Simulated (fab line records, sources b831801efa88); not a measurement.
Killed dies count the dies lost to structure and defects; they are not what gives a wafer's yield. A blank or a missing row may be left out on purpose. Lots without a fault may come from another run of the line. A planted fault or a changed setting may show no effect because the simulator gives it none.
Matching of chambers | flow gf180mcu | GF_V3_CMP_26 on cmp-01 has 4 sister chambers
The step polishes, stops on SiO2, t overpolish 15 s, target thk 0 nm. 7 wafers are shown with their chamber, then 7 later ones without.

== WAFERS, EACH WITH ITS CHAMBER ==
wafer  | chamber | motor-current-A (A) | time-to-endpoint-s (s)
L462.4 | 0       | 11.7                | 80
L464.3 | 1       | 12.3                | 76
L464.4 | 3       | 9.7                 | 78
L468.3 | 0       | 12.0                | 85
L468.6 | 2       | 11.4                | 86
L470.2 | 3       | 9.3                 | 80
L470.5 | 2       | 10.9                | 82

== WAFERS WHOSE CHAMBER IS MISSING ==
wafer  | motor-current-A (A) | time-to-endpoint-s (s)
L470.6 | 12.1                | 82
L481.1 | 10.2                | 86
L481.3 | 12.1                | 83
L481.6 | 9.4                 | 83
L483.4 | 11.5                | 90
L483.5 | 9.8                 | 86
L483.6 | 12.3                | 87

== CHAMBER TAKEN BY EACH ==
wafer  | from the rows above          | in truth
L470.6 | can't be placed: 0 or 1      | 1
L481.1 | can't be placed: 2 or 3      | 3
L481.3 | can't be placed: 0 or 1      | 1
L481.6 | 3                            | 3
L483.4 | can't be placed: 2 or 0      | 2
L483.5 | can't be placed: 3 or 2      | 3
L483.6 | can't be placed: 0 or 1 or 2 | 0
Correct placement for 1 of the 7. Can't be placed from these rows: 6 (the true chamber is among the candidates in 6). Wrongly placed: 0.
How it was worked out, from the rows above alone: a wafer's distance from a chamber is the root of the sum, over the readings, of the square of ((its reading less the chamber's mean) divided by the reading's scatter). The wafer belongs to the nearest chamber; if the next one is less than 2 further off, it can't be placed. Each chamber's mean is taken over the wafers shown for it. The scatter: the root of (the sum of the squares of (reading less its chamber's mean) over the shown wafers, divided by (wafers less chambers)).
